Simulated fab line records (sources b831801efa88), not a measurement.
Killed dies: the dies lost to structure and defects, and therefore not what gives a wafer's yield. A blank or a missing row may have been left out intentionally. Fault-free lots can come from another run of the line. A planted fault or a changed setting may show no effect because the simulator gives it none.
fab line records / flow sky130
[record] lots = 13 wafers = 39 last-day = 50
route steps=708 shown METAL5@676 PAD_OPEN@708
lots with no fault: from the same line, run without faults
start-h: start of the lot's first displayed wafer, in hours after the record's first day / wait-h: hours from the lot's prior step to this one / " the same as in the row above / L1.1+2: one row covering several wafers at once / - no value present, or no start provided / * or withheld: withheld / < > ~ a bound
route shown NAME@n: NAME is a module with steps in the file, n the number in the route of the first one / usual: mean and standard deviation over wafers with no fault / same: alike in all rows / chamber/n: place in a boat / sites: readings site by site / _std_site: standard deviation across them / _edge_site: inner sites' mean taken away from outer sites' mean / radius-mm: for every site, how far away it sits from the centre of the wafer / mask NAME#n: copy n / behind: the last tool/chamber to shape the wafer / hold: the reason the lot was held/the length of the hold in hours/how it ended / device: the transistor (n, p or np) that didn't switch / end of line: tests of these same wafers at the route's end / a step without rows: its recipe alone / killed: dies lost to structure and defects at the first sort, not the wafer's yield / map: per-die view of a wafer (x killed, . not killed, _ where there is no die)
set.NAME: setting as actually run; set.NAME@STEP: the setting as run at that earlier step / model.NAME: the simulator's own value behind a step, which no gauge read
the route's steps for a sample of lots (tables are steps, rows are wafers)
services: from which hour (start-h, from the record's first day; less than 0 if before it) a tool's chamber was out of use, for how many hours, and why
[[steps]]
[step SKY_METAL5_METAL_ETCH_15]
[recipe] target-depth-a = 12600 stop-on = SiO2 over-etch-frac = 0.2 time-s = 252 chemistry = Cl2/BCl3 resist-sidewall-deg = 86 pressure-mtorr = 10 icp-w = 900 bias-w = 48.5 Cl2_flow_sccm = 60 bcl3-flow-sccm = 30
[usual] bcl3-flow-sccm = 29.99/0.09 drypump-motor-current-A = 5.7/0.51 mfc-cl2-sccm = 59.99/0.17 oes-product-au = 0.893/0.0052 over-etch-frac = 0.2/0 throttle-valve-pct = 22.264/0.0091
[same] time-s = 252
lot.wafer=L323.3 tool=rie-metal-04 chamber=0 start-h=1024.38 wait-h=0.1 bcl3-flow-sccm=30.09 drypump-motor-current-A=5.5 mfc-cl2-sccm=60.14 oes-product-au=0.892 over-etch-frac=0.2 rf-hours-counter-h=- throttle-valve-pct=22.257
lot.wafer=L323.4 tool=rie-metal-04 chamber=1 start-h=1024.38 wait-h=0.1 bcl3-flow-sccm=29.87 drypump-motor-current-A=5.0 mfc-cl2-sccm=59.98 oes-product-au=0.885 over-etch-frac=0.2 rf-hours-counter-h=- throttle-valve-pct=22.277
lot.wafer=L323.5 tool=rie-metal-04 chamber=0 start-h=1024.38 wait-h=0.1 bcl3-flow-sccm=29.97 drypump-motor-current-A=5.5 mfc-cl2-sccm=60.05 oes-product-au=0.893 over-etch-frac=0.2 rf-hours-counter-h=- throttle-valve-pct=22.260
lot.wafer=L324.1 tool=rie-metal-02 chamber=0 start-h=1025.56 wait-h=0.0 bcl3-flow-sccm=29.92 drypump-motor-current-A=5.7 mfc-cl2-sccm=60.18 oes-product-au=0.885 over-etch-frac=0.2 rf-hours-counter-h=16 throttle-valve-pct=22.281
lot.wafer=L324.4 tool=rie-metal-02 chamber=1 start-h=1025.56 wait-h=0.0 bcl3-flow-sccm=30.18 drypump-motor-current-A=6.2 mfc-cl2-sccm=60.21 oes-product-au=0.901 over-etch-frac=0.2 rf-hours-counter-h=- throttle-valve-pct=22.265
lot.wafer=L324.6 tool=rie-metal-02 chamber=1 start-h=1025.56 wait-h=0.0 bcl3-flow-sccm=30.07 drypump-motor-current-A=6.2 mfc-cl2-sccm=59.98 oes-product-au=0.889 over-etch-frac=0.2 rf-hours-counter-h=- throttle-valve-pct=22.263
lot.wafer=L326.1 tool=rie-metal-02 chamber=1 start-h=1041.65 wait-h=0.0 bcl3-flow-sccm=29.99 drypump-motor-current-A=6.2 mfc-cl2-sccm=60.15 oes-product-au=0.902 over-etch-frac=0.2 rf-hours-counter-h=19 throttle-valve-pct=22.273
lot.wafer=L326.5 tool=rie-metal-02 chamber=0 start-h=1041.65 wait-h=0.0 bcl3-flow-sccm=29.93 drypump-motor-current-A=5.7 mfc-cl2-sccm=59.95 oes-product-au=0.904 over-etch-frac=0.2 rf-hours-counter-h=- throttle-valve-pct=22.267
lot.wafer=L326.6 tool=rie-metal-02 chamber=1 start-h=1041.65 wait-h=0.0 bcl3-flow-sccm=30.02 drypump-motor-current-A=6.2 mfc-cl2-sccm=59.96 oes-product-au=0.893 over-etch-frac=0.2 rf-hours-counter-h=- throttle-valve-pct=22.256
lot.wafer=L327.1 tool=rie-metal-02 chamber=1 start-h=1045.89 wait-h=0.0 bcl3-flow-sccm=30.09 drypump-motor-current-A=6.2 mfc-cl2-sccm=60.20 oes-product-au=0.899 over-etch-frac=0.2 rf-hours-counter-h=20 throttle-valve-pct=22.260
lot.wafer=L327.3 tool=rie-metal-02 chamber=0 start-h=1045.89 wait-h=0.0 bcl3-flow-sccm=30.12 drypump-motor-current-A=5.7 mfc-cl2-sccm=59.99 oes-product-au=0.889 over-etch-frac=0.2 rf-hours-counter-h=- throttle-valve-pct=22.277
lot.wafer=L327.6 tool=rie-metal-02 chamber=0 start-h=1045.89 wait-h=0.0 bcl3-flow-sccm=29.88 drypump-motor-current-A=5.7 mfc-cl2-sccm=60.09 oes-product-au=0.891 over-etch-frac=0.2 rf-hours-counter-h=- throttle-valve-pct=22.269
lot.wafer=L328.1 tool=rie-metal-03 chamber=1 start-h=1055.51 wait-h=0.0 bcl3-flow-sccm=29.83 drypump-motor-current-A=5.4 mfc-cl2-sccm=60.30 oes-product-au=0.900 over-etch-frac=0.2 rf-hours-counter-h=23 throttle-valve-pct=22.260
lot.wafer=L328.4 tool=rie-metal-03 chamber=1 start-h=1055.51 wait-h=0.0 bcl3-flow-sccm=29.97 drypump-motor-current-A=5.3 mfc-cl2-sccm=60.32 oes-product-au=0.888 over-etch-frac=0.2 rf-hours-counter-h=- throttle-valve-pct=22.242
lot.wafer=L328.6 tool=rie-metal-03 chamber=1 start-h=1055.51 wait-h=0.0 bcl3-flow-sccm=29.94 drypump-motor-current-A=5.4 mfc-cl2-sccm=60.19 oes-product-au=0.894 over-etch-frac=0.2 rf-hours-counter-h=- throttle-valve-pct=22.269
lot.wafer=L329.1 tool=rie-metal-04 chamber=0 start-h=1056.91 wait-h=0.0 bcl3-flow-sccm=29.93 drypump-motor-current-A=5.5 mfc-cl2-sccm=60.20 oes-product-au=0.893 over-etch-frac=0.2 rf-hours-counter-h=27 throttle-valve-pct=22.260
lot.wafer=L329.3 tool=rie-metal-04 chamber=0 start-h=1056.91 wait-h=0.0 bcl3-flow-sccm=30.00 drypump-motor-current-A=5.5 mfc-cl2-sccm=59.87 oes-product-au=0.890 over-etch-frac=0.2 rf-hours-counter-h=- throttle-valve-pct=22.264
lot.wafer=L329.5 tool=rie-metal-04 chamber=1 start-h=1056.91 wait-h=0.0 bcl3-flow-sccm=29.89 drypump-motor-current-A=5.0 mfc-cl2-sccm=59.85 oes-product-au=0.903 over-etch-frac=0.2 rf-hours-counter-h=- throttle-valve-pct=22.266
lot.wafer=L330.2 tool=rie-metal-03 chamber=1 start-h=1068.50 wait-h=0.0 bcl3-flow-sccm=30.01 drypump-motor-current-A=5.4 mfc-cl2-sccm=59.84 oes-product-au=0.892 over-etch-frac=0.2 rf-hours-counter-h=24 throttle-valve-pct=22.270
lot.wafer=L330.3 tool=rie-metal-03 chamber=0 start-h=1068.50 wait-h=0.0 bcl3-flow-sccm=29.98 drypump-motor-current-A=6.4 mfc-cl2-sccm=60.02 oes-product-au=0.893 over-etch-frac=0.2 rf-hours-counter-h=- throttle-valve-pct=22.268
lot.wafer=L330.6 tool=rie-metal-03 chamber=1 start-h=1068.50 wait-h=0.0 bcl3-flow-sccm=30.09 drypump-motor-current-A=5.4 mfc-cl2-sccm=59.95 oes-product-au=0.900 over-etch-frac=0.2 rf-hours-counter-h=- throttle-valve-pct=22.253
lot.wafer=L331.2 tool=rie-metal-02 chamber=0 start-h=1069.95 wait-h=0.0 bcl3-flow-sccm=29.87 drypump-motor-current-A=5.7 mfc-cl2-sccm=60.08 oes-product-au=0.900 over-etch-frac=0.2 rf-hours-counter-h=19 throttle-valve-pct=22.261
lot.wafer=L331.4 tool=rie-metal-02 chamber=0 start-h=1069.95 wait-h=0.0 bcl3-flow-sccm=29.94 drypump-motor-current-A=5.7 mfc-cl2-sccm=59.90 oes-product-au=0.887 over-etch-frac=0.2 rf-hours-counter-h=- throttle-valve-pct=22.262
lot.wafer=L331.6 tool=rie-metal-02 chamber=0 start-h=1069.95 wait-h=0.0 bcl3-flow-sccm=29.83 drypump-motor-current-A=5.7 mfc-cl2-sccm=60.20 oes-product-au=0.892 over-etch-frac=0.2 rf-hours-counter-h=- throttle-valve-pct=22.268
lot.wafer=L340.1 tool=rie-metal-03 chamber=1 start-h=1121.06 wait-h=0.0 bcl3-flow-sccm=30.09 drypump-motor-current-A=5.4 mfc-cl2-sccm=59.66 oes-product-au=0.813 over-etch-frac=0.43799 rf-hours-counter-h=2 throttle-valve-pct=22.268
lot.wafer=L340.5 tool=rie-metal-03 chamber=0 start-h=1121.06 wait-h=0.0 bcl3-flow-sccm=29.91 drypump-motor-current-A=6.4 mfc-cl2-sccm=59.67 oes-product-au=0.888 over-etch-frac=0.2 rf-hours-counter-h=- throttle-valve-pct=22.265
lot.wafer=L340.6 tool=rie-metal-03 chamber=1 start-h=1121.06 wait-h=0.0 bcl3-flow-sccm=29.96 drypump-motor-current-A=5.3 mfc-cl2-sccm=60.08 oes-product-au=0.893 over-etch-frac=0.2 rf-hours-counter-h=- throttle-valve-pct=22.240
lot.wafer=L343.2 tool=rie-metal-04 chamber=0 start-h=1143.80 wait-h=0.0 bcl3-flow-sccm=29.82 drypump-motor-current-A=5.5 mfc-cl2-sccm=60.19 oes-product-au=0.895 over-etch-frac=0.2 rf-hours-counter-h=33 throttle-valve-pct=22.265
lot.wafer=L343.4 tool=rie-metal-04 chamber=0 start-h=1143.80 wait-h=0.0 bcl3-flow-sccm=29.84 drypump-motor-current-A=5.5 mfc-cl2-sccm=60.28 oes-product-au=0.901 over-etch-frac=0.2 rf-hours-counter-h=- throttle-valve-pct=22.263
lot.wafer=L343.6 tool=rie-metal-04 chamber=1 start-h=1143.80 wait-h=0.0 bcl3-flow-sccm=30.13 drypump-motor-current-A=5.0 mfc-cl2-sccm=59.99 oes-product-au=0.886 over-etch-frac=0.2 rf-hours-counter-h=- throttle-valve-pct=22.263
lot.wafer=L342.1 tool=rie-metal-04 chamber=1 start-h=1145.25 wait-h=0.0 bcl3-flow-sccm=29.89 drypump-motor-current-A=5.0 mfc-cl2-sccm=59.76 oes-product-au=0.890 over-etch-frac=0.2 rf-hours-counter-h=13 throttle-valve-pct=22.278
lot.wafer=L342.4 tool=rie-metal-04 chamber=0 start-h=1145.25 wait-h=0.0 bcl3-flow-sccm=29.95 drypump-motor-current-A=5.5 mfc-cl2-sccm=59.95 oes-product-au=0.900 over-etch-frac=0.2 rf-hours-counter-h=- throttle-valve-pct=22.272
lot.wafer=L342.5 tool=rie-metal-04 chamber=1 start-h=1145.25 wait-h=0.0 bcl3-flow-sccm=30.02 drypump-motor-current-A=5.0 mfc-cl2-sccm=59.84 oes-product-au=0.893 over-etch-frac=0.2 rf-hours-counter-h=- throttle-valve-pct=22.267
lot.wafer=L344.1 tool=rie-metal-04 chamber=1 start-h=1150.05 wait-h=0.1 bcl3-flow-sccm=30.03 drypump-motor-current-A=5.0 mfc-cl2-sccm=59.94 oes-product-au=0.898 over-etch-frac=0.2 rf-hours-counter-h=14 throttle-valve-pct=22.249
lot.wafer=L344.3 tool=rie-metal-04 chamber=1 start-h=1150.05 wait-h=0.1 bcl3-flow-sccm=30.07 drypump-motor-current-A=5.0 mfc-cl2-sccm=59.77 oes-product-au=0.892 over-etch-frac=0.2 rf-hours-counter-h=- throttle-valve-pct=22.265
lot.wafer=L344.5 tool=rie-metal-04 chamber=1 start-h=1150.05 wait-h=0.1 bcl3-flow-sccm=30.13 drypump-motor-current-A=5.0 mfc-cl2-sccm=59.80 oes-product-au=0.891 over-etch-frac=0.2 rf-hours-counter-h=- throttle-valve-pct=22.273
lot.wafer=L346.2 tool=rie-metal-04 chamber=1 start-h=1155.17 wait-h=0.1 bcl3-flow-sccm=29.96 drypump-motor-current-A=5.0 mfc-cl2-sccm=60.16 oes-product-au=0.902 over-etch-frac=0.2 rf-hours-counter-h=- throttle-valve-pct=22.248
lot.wafer=L346.3 tool=rie-metal-04 chamber=1 start-h=1155.17 wait-h=0.1 bcl3-flow-sccm=30.12 drypump-motor-current-A=5.0 mfc-cl2-sccm=60.25 oes-product-au=0.887 over-etch-frac=0.2 rf-hours-counter-h=- throttle-valve-pct=22.283
lot.wafer=L346.5 tool=rie-metal-04 chamber=1 start-h=1155.17 wait-h=0.1 bcl3-flow-sccm=29.94 drypump-motor-current-A=5.0 mfc-cl2-sccm=59.89 oes-product-au=0.895 over-etch-frac=0.2 rf-hours-counter-h=- throttle-valve-pct=22.260
[step SKY_METAL5_STRIP_16]
[recipe] chemistry = O2/N2 power-w = 1400 pressure-mtorr = 1500 platen-temp-c = withheld o2-flow-sccm = 3000 n2-flow-sccm = 300 overash-fraction = 0.5
[usual] drypump-motor-current-A = 5.7/0.46 o2-flow-sccm = 2999/9.3 oes-product-au = 0.710/0.0045 strip-time-to-endpoint-s = 13.06/0.16
lot.wafer=L323.3 tool=plasma-asher-04 chamber=0 start-h=1024.57 wait-h=0.1 drypump-motor-current-A=6.1 o2-flow-sccm=2994 oes-product-au=0.710 rf-hours-counter-h=- strip-time-to-endpoint-s=12.96
lot.wafer=L323.4 tool=plasma-asher-04 chamber=1 start-h=1024.57 wait-h=0.1 drypump-motor-current-A=5.2 o2-flow-sccm=3011 oes-product-au=0.708 rf-hours-counter-h=- strip-time-to-endpoint-s=13.10
lot.wafer=L323.5 tool=plasma-asher-04 chamber=1 start-h=1024.57 wait-h=0.1 drypump-motor-current-A=5.2 o2-flow-sccm=2997 oes-product-au=0.713 rf-hours-counter-h=- strip-time-to-endpoint-s=13.06
lot.wafer=L324.1 tool=plasma-asher-03 chamber=1 start-h=1025.80 wait-h=0.2 drypump-motor-current-A=5.7 o2-flow-sccm=2984 oes-product-au=0.712 rf-hours-counter-h=90 strip-time-to-endpoint-s=13.12
lot.wafer=L324.4 tool=plasma-asher-03 chamber=1 start-h=1025.80 wait-h=0.2 drypump-motor-current-A=5.7 o2-flow-sccm=2988 oes-product-au=0.713 rf-hours-counter-h=- strip-time-to-endpoint-s=13.09
lot.wafer=L324.6 tool=plasma-asher-03 chamber=0 start-h=1025.80 wait-h=0.2 drypump-motor-current-A=5.8 o2-flow-sccm=3007 oes-product-au=0.709 rf-hours-counter-h=- strip-time-to-endpoint-s=13.23
lot.wafer=L326.1 tool=plasma-asher-01 chamber=1 start-h=1041.89 wait-h=0.2 drypump-motor-current-A=5.0 o2-flow-sccm=3012 oes-product-au=0.715 rf-hours-counter-h=30 strip-time-to-endpoint-s=13.13
lot.wafer=L326.5 tool=plasma-asher-01 chamber=1 start-h=1041.89 wait-h=0.2 drypump-motor-current-A=5.0 o2-flow-sccm=3022 oes-product-au=0.715 rf-hours-counter-h=- strip-time-to-endpoint-s=13.05
lot.wafer=L326.6 tool=plasma-asher-01 chamber=0 start-h=1041.89 wait-h=0.2 drypump-motor-current-A=6.4 o2-flow-sccm=2982 oes-product-au=0.711 rf-hours-counter-h=- strip-time-to-endpoint-s=13.14
lot.wafer=L327.1 tool=plasma-asher-01 chamber=1 start-h=1046.12 wait-h=0.2 drypump-motor-current-A=5.0 o2-flow-sccm=3015 oes-product-au=0.712 rf-hours-counter-h=30 strip-time-to-endpoint-s=13.23
lot.wafer=L327.3 tool=plasma-asher-01 chamber=1 start-h=1046.12 wait-h=0.2 drypump-motor-current-A=5.0 o2-flow-sccm=3020 oes-product-au=0.712 rf-hours-counter-h=- strip-time-to-endpoint-s=13.18
lot.wafer=L327.6 tool=plasma-asher-01 chamber=0 start-h=1046.12 wait-h=0.2 drypump-motor-current-A=6.4 o2-flow-sccm=2988 oes-product-au=0.709 rf-hours-counter-h=- strip-time-to-endpoint-s=13.18
lot.wafer=L328.1 tool=plasma-asher-04 chamber=0 start-h=1055.83 wait-h=0.2 drypump-motor-current-A=6.1 o2-flow-sccm=3005 oes-product-au=0.710 rf-hours-counter-h=63 strip-time-to-endpoint-s=13.03
lot.wafer=L328.4 tool=plasma-asher-04 chamber=1 start-h=1055.83 wait-h=0.2 drypump-motor-current-A=5.1 o2-flow-sccm=3003 oes-product-au=0.713 rf-hours-counter-h=- strip-time-to-endpoint-s=13.09
lot.wafer=L328.6 tool=plasma-asher-04 chamber=1 start-h=1055.83 wait-h=0.2 drypump-motor-current-A=5.2 o2-flow-sccm=3013 oes-product-au=0.710 rf-hours-counter-h=- strip-time-to-endpoint-s=13.08
lot.wafer=L329.1 tool=plasma-asher-01 chamber=1 start-h=1057.15 wait-h=0.2 drypump-motor-current-A=5.0 o2-flow-sccm=3004 oes-product-au=0.705 rf-hours-counter-h=31 strip-time-to-endpoint-s=13.04
lot.wafer=L329.3 tool=plasma-asher-01 chamber=1 start-h=1057.15 wait-h=0.2 drypump-motor-current-A=5.0 o2-flow-sccm=3001 oes-product-au=0.718 rf-hours-counter-h=- strip-time-to-endpoint-s=13.03
lot.wafer=L329.5 tool=plasma-asher-01 chamber=0 start-h=1057.15 wait-h=0.2 drypump-motor-current-A=6.4 o2-flow-sccm=2985 oes-product-au=0.706 rf-hours-counter-h=- strip-time-to-endpoint-s=13.10
lot.wafer=L330.2 tool=plasma-asher-03 chamber=0 start-h=1068.74 wait-h=0.2 drypump-motor-current-A=5.8 o2-flow-sccm=3008 oes-product-au=0.713 rf-hours-counter-h=95 strip-time-to-endpoint-s=13.13
lot.wafer=L330.3 tool=plasma-asher-03 chamber=0 start-h=1068.74 wait-h=0.2 drypump-motor-current-A=5.8 o2-flow-sccm=3003 oes-product-au=0.712 rf-hours-counter-h=- strip-time-to-endpoint-s=12.84
lot.wafer=L330.6 tool=plasma-asher-03 chamber=0 start-h=1068.74 wait-h=0.2 drypump-motor-current-A=5.8 o2-flow-sccm=3024 oes-product-au=0.704 rf-hours-counter-h=- strip-time-to-endpoint-s=13.20
lot.wafer=L331.2 tool=plasma-asher-03 chamber=1 start-h=1070.19 wait-h=0.2 drypump-motor-current-A=5.7 o2-flow-sccm=2984 oes-product-au=0.717 rf-hours-counter-h=95 strip-time-to-endpoint-s=13.14
lot.wafer=L331.4 tool=plasma-asher-03 chamber=0 start-h=1070.19 wait-h=0.2 drypump-motor-current-A=5.8 o2-flow-sccm=3002 oes-product-au=0.706 rf-hours-counter-h=- strip-time-to-endpoint-s=13.23
lot.wafer=L331.6 tool=plasma-asher-03 chamber=1 start-h=1070.19 wait-h=0.2 drypump-motor-current-A=5.7 o2-flow-sccm=2989 oes-product-au=0.709 rf-hours-counter-h=- strip-time-to-endpoint-s=13.23
lot.wafer=L340.1 tool=plasma-asher-03 chamber=0 start-h=1121.30 wait-h=0.2 drypump-motor-current-A=5.8 o2-flow-sccm=2991 oes-product-au=0.693 rf-hours-counter-h=100 strip-time-to-endpoint-s=11.39
lot.wafer=L340.5 tool=plasma-asher-03 chamber=0 start-h=1121.30 wait-h=0.2 drypump-motor-current-A=5.8 o2-flow-sccm=2996 oes-product-au=0.709 rf-hours-counter-h=- strip-time-to-endpoint-s=12.86
lot.wafer=L340.6 tool=plasma-asher-03 chamber=1 start-h=1121.30 wait-h=0.2 drypump-motor-current-A=5.7 o2-flow-sccm=3004 oes-product-au=0.710 rf-hours-counter-h=- strip-time-to-endpoint-s=13.07
lot.wafer=L343.2 tool=plasma-asher-01 chamber=1 start-h=1144.04 wait-h=0.2 drypump-motor-current-A=5.0 o2-flow-sccm=3014 oes-product-au=0.714 rf-hours-counter-h=41 strip-time-to-endpoint-s=12.76
lot.wafer=L343.4 tool=plasma-asher-01 chamber=1 start-h=1144.04 wait-h=0.2 drypump-motor-current-A=5.0 o2-flow-sccm=3003 oes-product-au=0.710 rf-hours-counter-h=- strip-time-to-endpoint-s=12.78
lot.wafer=L343.6 tool=plasma-asher-01 chamber=0 start-h=1144.04 wait-h=0.2 drypump-motor-current-A=6.4 o2-flow-sccm=3002 oes-product-au=0.714 rf-hours-counter-h=- strip-time-to-endpoint-s=13.14
lot.wafer=L342.1 tool=plasma-asher-03 chamber=0 start-h=1145.49 wait-h=0.2 drypump-motor-current-A=5.8 o2-flow-sccm=3015 oes-product-au=0.704 rf-hours-counter-h=103 strip-time-to-endpoint-s=13.28
lot.wafer=L342.4 tool=plasma-asher-03 chamber=1 start-h=1145.49 wait-h=0.2 drypump-motor-current-A=5.7 o2-flow-sccm=2997 oes-product-au=0.711 rf-hours-counter-h=- strip-time-to-endpoint-s=13.08
lot.wafer=L342.5 tool=plasma-asher-03 chamber=1 start-h=1145.49 wait-h=0.2 drypump-motor-current-A=5.7 o2-flow-sccm=3016 oes-product-au=0.713 rf-hours-counter-h=- strip-time-to-endpoint-s=13.35
lot.wafer=L344.1 tool=plasma-asher-01 chamber=1 start-h=1150.52 wait-h=0.4 drypump-motor-current-A=4.9 o2-flow-sccm=3003 oes-product-au=0.714 rf-hours-counter-h=42 strip-time-to-endpoint-s=13.28
lot.wafer=L344.3 tool=plasma-asher-01 chamber=1 start-h=1150.52 wait-h=0.4 drypump-motor-current-A=5.0 o2-flow-sccm=3013 oes-product-au=0.697 rf-hours-counter-h=- strip-time-to-endpoint-s=13.27
lot.wafer=L344.5 tool=plasma-asher-01 chamber=1 start-h=1150.52 wait-h=0.4 drypump-motor-current-A=5.0 o2-flow-sccm=2994 oes-product-au=0.714 rf-hours-counter-h=- strip-time-to-endpoint-s=13.25
lot.wafer=L346.2 tool=plasma-asher-04 chamber=1 start-h=1155.56 wait-h=0.3 drypump-motor-current-A=5.2 o2-flow-sccm=2993 oes-product-au=0.714 rf-hours-counter-h=70 strip-time-to-endpoint-s=13.22
lot.wafer=L346.3 tool=plasma-asher-04 chamber=0 start-h=1155.56 wait-h=0.3 drypump-motor-current-A=6.1 o2-flow-sccm=2993 oes-product-au=0.702 rf-hours-counter-h=- strip-time-to-endpoint-s=13.22
lot.wafer=L346.5 tool=plasma-asher-04 chamber=0 start-h=1155.56 wait-h=0.3 drypump-motor-current-A=6.1 o2-flow-sccm=2999 oes-product-au=0.712 rf-hours-counter-h=- strip-time-to-endpoint-s=13.23
[step SKY_PAD_OPEN_PROBE_99]
[usual] defect-limited-yield = 82.5/1.9 killed_at_M0_to_M3 = 42/7.4 killed_at_M4_up = 3.4/1.8 killed-at-contacts = 25/5.4 killed-at-front-end = 15/4.4 killed-at-other = 0.2/0.52 killed-dies = 86/9.3 killed-on-rim = 17/3.9 killed-open = 47/7.6 killed-short = 39/6.5 sort_bin_3_pad_short = 0.9/0.46 sort_bin_5_function = 10.3/1.5 sort_bin_6_memory = 6.3/1.2 sort-n-pass = 406/9.3 sort-yield-pct = 82.5/1.9
[same] gross-dies = 492 killed-at-back-side = 0 sort_bin_4_leakage[%] = 0 sort_bin_8_speed[%] = 0
lot.wafer=L328.1 tool=prober-01 chamber=- start-h=1099.96 wait-h=0.1 defect-limited-yield[%]=83.1 killed_at_M0_to_M3=41 killed_at_M4_up=2 killed-at-contacts=25 killed-at-front-end=15 killed-at-other=0 killed-dies=83 killed-on-rim=18 killed-open=50 killed-short=33 sort_bin_3_pad_short[%]=0.6 sort_bin_5_function[%]=11.4 sort_bin_6_memory[%]=4.9 sort-n-pass=409 sort-yield-pct[%]=83.1
lot.wafer=L328.4 tool=prober-01 chamber=- start-h=1100.11 wait-h=0.2 defect-limited-yield[%]=81.9 killed_at_M0_to_M3=53 killed_at_M4_up=5 killed-at-contacts=15 killed-at-front-end=16 killed-at-other=0 killed-dies=89 killed-on-rim=15 killed-open=42 killed-short=47 sort_bin_3_pad_short[%]=0.8 sort_bin_5_function[%]=10.6 sort_bin_6_memory[%]=6.7 sort-n-pass=403 sort-yield-pct[%]=81.9
lot.wafer=L328.6 tool=prober-01 chamber=- start-h=1100.21 wait-h=0.2 defect-limited-yield[%]=81.7 killed_at_M0_to_M3=38 killed_at_M4_up=7 killed-at-contacts=31 killed-at-front-end=14 killed-at-other=0 killed-dies=90 killed-on-rim=24 killed-open=56 killed-short=34 sort_bin_3_pad_short[%]=0.4 sort_bin_5_function[%]=11.4 sort_bin_6_memory[%]=6.5 sort-n-pass=402 sort-yield-pct[%]=81.7
// killed by level:class
L328.1 CONTACT:geometric-particle:open=11 VIA1:geometric-particle:open=10 VIA1:geometric-particle:short=7 VIA3:geometric-particle:open=6 VIA2:geometric-particle:open=6 METAL2:geometric-particle:short=6 FIELD_ISO:geometric-particle:short=5 FIELD_ISO:geometric-particle:open=5
L328.4 VIA1:geometric-particle:open=9 VIA1:geometric-particle:short=9 METAL1:geometric-particle:short=7 VIA3:geometric-particle:open=7 METAL2:geometric-particle:short=6 VIA2:geometric-particle:open=6 FIELD_ISO:geometric-particle:short=5 POLY_GATE:geometric-particle:short=5
L328.6 CONTACT:geometric-particle:open=17 VIA1:geometric-particle:open=11 METAL4:geometric-particle:short=6 LI_CONTACT:geometric-particle:open=5 VIA3:geometric-particle:open=5 METAL2:geometric-particle:short=5 METAL1:geometric-particle:short=4 VIA1:geometric-particle:short=4
[[services]]
tool=rie-metal-04 chamber=1 start-h=1025.74 hours=13.0 kind=repair
tool=plasma-asher-04 chamber=- start-h=1063.70 hours=28.1 kind=pm
tool=rie-metal-03 chamber=1 start-h=1078.95 hours=- kind=clean
tool=rie-metal-03 chamber=1 start-h=1078.95 hours=22.9 kind=scheduled-down
tool=rie-metal-03 chamber=1 start-h=1078.95 hours=22.9 kind=vent-cycle
tool=plasma-asher-01 chamber=- start-h=1084.41 hours=1.9 kind=repair
tool=plasma-asher-03 chamber=- start-h=1098.16 hours=1.7 kind=repair
tool=plasma-asher-04 chamber=- start-h=1105.90 hours=0.8 kind=repair
tool=rie-metal-04 chamber=0 start-h=1108.49 hours=13.5 kind=repair
tool=rie-metal-02 chamber=0 start-h=1118.86 hours=47.7 kind=repair
tool=rie-metal-02 chamber=1 start-h=1128.55 hours=37.4 kind=repair
tool=rie-metal-04 chamber=0 start-h=1145.49 hours=- kind=clean
tool=rie-metal-04 chamber=0 start-h=1145.49 hours=- kind=consumable-replace:focus-ring
tool=rie-metal-04 chamber=0 start-h=1145.49 hours=15.0 kind=scheduled-down
tool=rie-metal-04 chamber=0 start-h=1145.49 hours=15.0 kind=vent-cycle
[[key]]
[first-sign] step = SKY_METAL5_METAL_ETCH_15 reading = over-etch-frac direction = up sigmas = 99+ usual = 0.2 struck = 0.43799
[effect] step = SKY_METAL5_METAL_ETCH_15 reading = oes-product-au direction = down sigmas = 15 usual = 0.893 struck = 0.813
[effect] step = SKY_METAL5_STRIP_16 reading = strip-time-to-endpoint-s direction = down sigmas = 11 usual = * struck = *
met-at SKY_METAL5_METAL_ETCH_15
struck-lots L340
struck-wafers L340.1
onset-between 1068.50 1121.06
[fault] kind = process-parameter-drift tool = rie-metal-03 chamber = - onset-h = 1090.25 steps = SKY_METAL5_METAL_ETCH_15 channel = over-etch-frac offset = 0.23799 shape = step end-h = 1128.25 scope = struck-wafers-only acts-in = these-recipes-only stated = 0.2
